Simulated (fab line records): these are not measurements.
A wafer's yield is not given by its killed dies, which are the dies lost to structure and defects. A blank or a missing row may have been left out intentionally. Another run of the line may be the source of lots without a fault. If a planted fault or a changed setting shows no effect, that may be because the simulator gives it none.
Which of the tools did it? | flow sky130 | 24 lots with 72 wafers sampled at 2 steps, on a route of 708 steps

WHAT THE GAUGES SHOWED, per wafer
SKY_METAL3_OVL_MEAS_14. Usual: for METAL3_OVL the level is -1 nm and the standard deviation is 4.5.
lot  | measured     | on         | METAL3_OVL (nm) | flag
L074 | day 38 12:10 | overlay-02 | 2 3 -3          |
L075 | day 38 12:53 | overlay-02 | 4 5 0           |
L076 | day 39 07:16 | overlay-01 | -3 -1 -3        |
L077 | day 39 10:02 | overlay-01 | -5 -7 -5        |
L078 | day 40 05:38 | overlay-02 | 6 0 -5          |
L079 | day 40 07:25 | overlay-01 | 1 1 -8          |
L080 | day 40 11:11 | overlay-02 | 2 1 -2          |
L081 | day 40 16:49 | overlay-02 | 10 4 10         |
L082 | day 41 03:03 | overlay-01 | -4 -6 -10       |
L083 | day 41 16:29 | overlay-02 | 6 -6 4          |
L085 | day 41 23:58 | overlay-01 | 0 -1 -9         |
L084 | day 42 00:47 | overlay-02 | 5 -4 1          |
L086 | day 42 01:13 | overlay-02 | -10 -1 1        |
L087 | day 42 16:07 | overlay-01 | 9 5 10          |
L088 | day 42 22:05 | overlay-02 | -3 -3 2         |
L089 | day 43 03:53 | overlay-02 | 4 2 -1          |
L090 | day 43 10:01 | overlay-01 | -5 4 3          |
L091 | day 43 16:50 | overlay-02 | 0 -3 -2         |
L092 | day 43 21:32 | overlay-02 | -7 -7 -4        |
L093 | day 44 00:05 | overlay-02 | -5 4 -7         |
L094 | day 44 03:35 | overlay-01 | -9 1 -6         |
L095 | day 44 06:25 | overlay-01 | 0 0 -7          |
L096 | day 44 19:04 | overlay-02 | 3 -3 -3         |
L097 | day 45 07:11 | overlay-02 | 0 -4 -7         |

EACH LOT AND THE TOOL THAT RAN IT (in order: tool; ch and the chambers of the sampled wafers; start)
lot  | SKY_VIA2_CMP_24
L074 | cmp-02 ch 0,1,2, day 36 06:11
L075 | cmp-01 ch 0,3, day 36 07:42
L076 | cmp-01 ch 0,3, day 37 03:38
L077 | cmp-02 ch 0,2,3, day 37 05:53
L078 | cmp-02 ch 1,2, day 38 02:37
L079 | cmp-02 ch 0,1,2, day 38 05:13
L080 | cmp-02 ch 0,2,3, day 38 08:55
L081 | cmp-01 ch 1,2,3, day 38 14:37
L082 | cmp-01 ch 0,1,2, day 39 02:04
L083 | cmp-01 ch 0,2,3, day 39 14:47
L085 | cmp-01 ch 0,1,3, day 39 22:15
L084 | cmp-01 ch 1,2,3, day 39 22:33
L086 | cmp-01 ch 0,1, day 39 23:37
L087 | cmp-01 ch 0,3, day 40 15:35
L088 | cmp-02 ch 1,2, day 40 21:58
L089 | cmp-01 ch 1,2,3, day 41 04:04
L090 | cmp-01 ch 0,2,3, day 41 10:45
L091 | cmp-01 ch 0,2, day 41 17:17
L092 | cmp-02 ch 0,1,2, day 41 22:18
L093 | cmp-01 ch 1,3, day 42 00:46
L094 | cmp-01 ch 1,2,3, day 42 04:38
L095 | cmp-02 ch 0,1,3, day 42 07:56
L096 | cmp-02 ch 0,2,3, day 42 20:46
L097 | cmp-02 ch 0,2, day 43 10:22
- SKY_VIA2_CMP_24: polishes, stops on SiO2, t overpolish 20 s, target thk 0 nm.

AS READ BY THE TOOLS THEMSELVES (means over the sampled wafers that have a number; for cases with no such wafer, the mark the record gives instead)
SKY_VIA2_CMP_24. Usual: motor_current_A 11.6 A, standard deviation 1.4; overpolish_run_s 20.001 s, standard deviation 0.0091; retaining_ring_pressure_frac 0.999, standard deviation 0.0053; time_to_endpoint_s 103 s, standard deviation 4.5.
lot  | tool   | motor_current_A (A) | overpolish_run_s (s) | retaining_ring_pressure_frac | time_to_endpoint_s (s) | flag
L074 | cmp-02 | 11.9                | 20.001               | 0.998                        | 106                    |
L075 | cmp-01 | 11.3                | 20.002               | 0.998                        | 99                     |
L076 | cmp-01 | 11.5                | 20.002               | 1.002                        | 108                    |
L077 | cmp-02 | 11.3                | 19.997               | 0.996                        | 103                    |
L078 | cmp-02 | 10.2                | 20.002               | 1.001                        | 101                    |
L079 | cmp-02 | 11.5                | 20.005               | 1.000                        | 101                    |
L080 | cmp-02 | 11.4                | 19.995               | 0.999                        | 102                    |
L081 | cmp-01 | 10.9                | 20.002               | 1.003                        | 107                    |
L082 | cmp-01 | 11.9                | 20.012               | 0.999                        | 100                    |
L083 | cmp-01 | 11.9                | 20.005               | 0.998                        | 100                    |
L085 | cmp-01 | 11.9                | 20.013               | 0.994                        | 108                    |
L084 | cmp-01 | 10.7                | 20.003               | 1.003                        | 111                    |
L086 | cmp-01 | 11.8                | 20.000               | 1.002                        | 106                    |
L087 | cmp-01 | 12.4                | 19.998               | 0.995                        | 103                    |
L088 | cmp-02 | 10.8                | 20.009               | 0.994                        | 101                    |
L089 | cmp-01 | 10.9                | 19.992               | 1.005                        | 107                    |
L090 | cmp-01 | 11.8                | 20.002               | 0.999                        | 100                    |
L091 | cmp-01 | 12.2                | 19.996               | 1.006                        | 99                     |
L092 | cmp-02 | 11.5                | 19.999               | 0.999                        | 99                     |
L093 | cmp-01 | 10.8                | 20.005               | 1.003                        | 109                    |
L094 | cmp-01 | 11.0                | 19.992               | 1.000                        | 109                    |
L095 | cmp-02 | 12.0                | 20.001               | 0.997                        | 100                    |
L096 | cmp-02 | 11.5                | 19.991               | 0.998                        | 98                     |
L097 | cmp-02 | 12.5                | 20.002               | 1.003                        | 101                    |

THE ANSWER, worked out from the rows above alone
Rule: take the mean of a lot's wafers that have a number; if it is more than 3 standard deviations from the usual mean, the lot is off. A lot without any number at a reading at which 4 lots or more have one is off too. Any other lot the step has rows for is counted as sound. First the gauges in route order, then the tools' own readings, where a lot's mean is used as printed above. The first step at which some lot is off is used, and at that step the reading that is off furthest; a lot without a number counts as furthest.
None of the lots is off at any reading shown; this tells nothing.

WHAT THE SIMULATOR PUT IN
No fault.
